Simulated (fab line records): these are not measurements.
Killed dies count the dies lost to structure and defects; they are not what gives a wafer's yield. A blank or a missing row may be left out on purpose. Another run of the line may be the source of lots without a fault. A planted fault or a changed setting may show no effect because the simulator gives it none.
Matching of chambers :: flow sky130 :: rie diel-01 running SKY_VIA4_ETCH_12: 4 sister chambers
The step etches SiO2 in C4F8/O2/Ar, stops on TiN, target depth 580 nm. 4 wafers are shown with their chamber, then 8 later ones without.

## WAFERS WITH THEIR CHAMBER
wafer: L999.5
chamber: 3
oes product au (a.u.): 0.939

wafer: L103.5
chamber: 1
oes product au (a.u.): 0.941

wafer: L103.6
chamber: 0
oes product au (a.u.): 0.939

wafer: L102.1
chamber: 2
oes product au (a.u.): 0.939

## WAFERS MISSING THEIR CHAMBER
wafer: L102.3
oes product au (a.u.): 0.940

wafer: L102.4
oes product au (a.u.): 0.934

wafer: L104.1
oes product au (a.u.): 0.938

wafer: L104.2
oes product au (a.u.): 0.932

wafer: L104.4
oes product au (a.u.): 0.936

wafer: L106.3
oes product au (a.u.): 0.937

wafer: L106.4
oes product au (a.u.): 0.933

wafer: L106.5
oes product au (a.u.): 0.941

## CHAMBER TAKEN BY EACH
wafer: L102.3
from the rows above: can't be placed: 0 or 1 or 2 or 3
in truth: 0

wafer: L102.4
from the rows above: can't be placed: 0 or 2 or 3 or 1
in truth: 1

wafer: L104.1
from the rows above: can't be placed: 0 or 2 or 3 or 1
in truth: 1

wafer: L104.2
from the rows above: can't be placed: 0 or 2 or 3 or 1
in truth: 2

wafer: L104.4
from the rows above: can't be placed: 0 or 2 or 3 or 1
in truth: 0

wafer: L106.3
from the rows above: can't be placed: 0 or 2 or 3 or 1
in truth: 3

wafer: L106.4
from the rows above: can't be placed: 0 or 2 or 3 or 1
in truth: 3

wafer: L106.5
from the rows above: can't be placed: 1 or 0 or 2 or 3
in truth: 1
Correct placement for 0 of the 8. Can't be placed from these rows: 8 (the true chamber is among the candidates in 8). Wrongly placed: 0.
How it was worked out, from the rows above alone: a wafer's distance from a chamber is the root of the sum, over the readings, of the square of ((its reading less the chamber's mean) divided by the reading's scatter). If the next closest chamber is less than 2 further off than the closest, the wafer can't be placed; otherwise it belongs to the closest. Each chamber's mean is taken over the wafers shown for it. The scatter (one wafer shown for each chamber): square how far every hidden wafer sits from the nearest shown wafer, average those squares and take the square root.
